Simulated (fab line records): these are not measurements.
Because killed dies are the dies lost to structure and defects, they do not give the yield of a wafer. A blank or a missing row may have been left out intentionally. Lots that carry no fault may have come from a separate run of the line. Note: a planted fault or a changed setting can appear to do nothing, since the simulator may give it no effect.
Problem report, 8D (eight disciplines) form, completed by code || flow gf180mcu || the parts of the form that need people (team, actions taken, sign-off) are left out

1. THE PROBLEM
MIM_CVD_05_THK at GF_MIM_THK_MEAS_06 reads a mean of 45.9 nm on 1 wafer of 1 lot; wafers without a fault read 42.1 nm with a standard deviation of 0.54. That is +7.0 standard deviations from the usual mean.
First seen on wafer L726.2, day 29 23:56, on film metro-01. The record holds 38 wafers of 13 lots with a number at this step. Rule for "out" (also "out of limits"): further than 4 standard deviations from the usual mean. Any other wafer with a number is counted as sound.

2. WHAT IT IS AND WHAT IT IS NOT
{"question": "which readings at this step", "is": "MIM_CVD_05_THK", "is not": "-"}
{"question": "which lots", "is": "L726", "is not": "L711, L712, L713, L714, L715, L716, L718, L720, L721, L728, L732, L733"}
{"question": "which wafers of those lots", "is": "L726.2", "is not": "L726.6"}
{"question": "read on which gauges", "is": "film metro-01", "is not": "film metro-02, film metro-04"}
{"question": "when", "is": "from day 29 23:56", "is not": "up to then (28 sound wafers); but 9 sound wafers of L728, L732, L733 came after"}

3. SUSPECTS, AND WHAT RULES EACH OUT
Counting: a tool at a process step up to the reading stays a suspect if it ran every lot that is out. Sound lots after the first of them don't rule it out here, since some wafers of a struck lot are sound.
- the gauge at GF_MIM_THK_MEAS_06: kept. All the wafers that are out were read on film metro-01, and no step on other tools shows them out.
- pecvd-02 at GF_MIM_CVD_05 (deposits Si3N4, target thk 42 nm, time 29.086 s): kept. L726, the lot that is out, went through it at day 29 23:53; up to then, the latest sound lot through it was L721 at day 28 16:57.
- Within pecvd-02 at GF_MIM_CVD_05, the wafers that are out were processed in chamber 2 and their sound lot-mates in chamber 1.
What counting leaves: pecvd-02 at GF_MIM_CVD_05 and film metro-01 at GF_MIM_THK_MEAS_06.

4. THE CAUSE (what the simulator had put in)
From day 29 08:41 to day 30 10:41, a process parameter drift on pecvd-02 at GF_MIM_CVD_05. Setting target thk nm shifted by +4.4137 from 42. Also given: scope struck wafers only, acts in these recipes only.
Counting leaves 2 suspects; this tool is one of them.

5. THE EFFECT CHAIN, in route order
Each row: a reading whose mean over the struck wafers that have a number lies more than 3 standard deviations from the usual. Only readings for which the record gives a usual standard deviation are gone through. hours: the time from each lot's start at the first step in this table that gives one to its start at this step, as a median over the lots. sigmas: the change in usual standard deviations.
{"hours": 0, "step": "GF_MIM_THK_MEAS_06", "reading": "MIM_CVD_05_THK", "usual": "42.1 nm", "on struck wafers": 45.9, "change": "+3.8", "sigmas": "+7.0"}

6. WHAT WOULD HAVE CAUGHT IT SOONER
15 hours passed between the start of the fault at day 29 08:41 and the first reading out of limits at a measuring or inspecting step in this record, taken at day 29 23:56.
Of the tool readings at GF_MIM_CVD_05 for which the record gives a usual standard deviation, none was out on any struck wafer, so an alarm limit of 4 standard deviations on them would not have fired.
Each of the lots that are out, 1 in all, had begun GF_MIM_CVD_05 on pecvd-02 no later than day 29 23:56. None of them would have been spared by holding the tool at that moment.
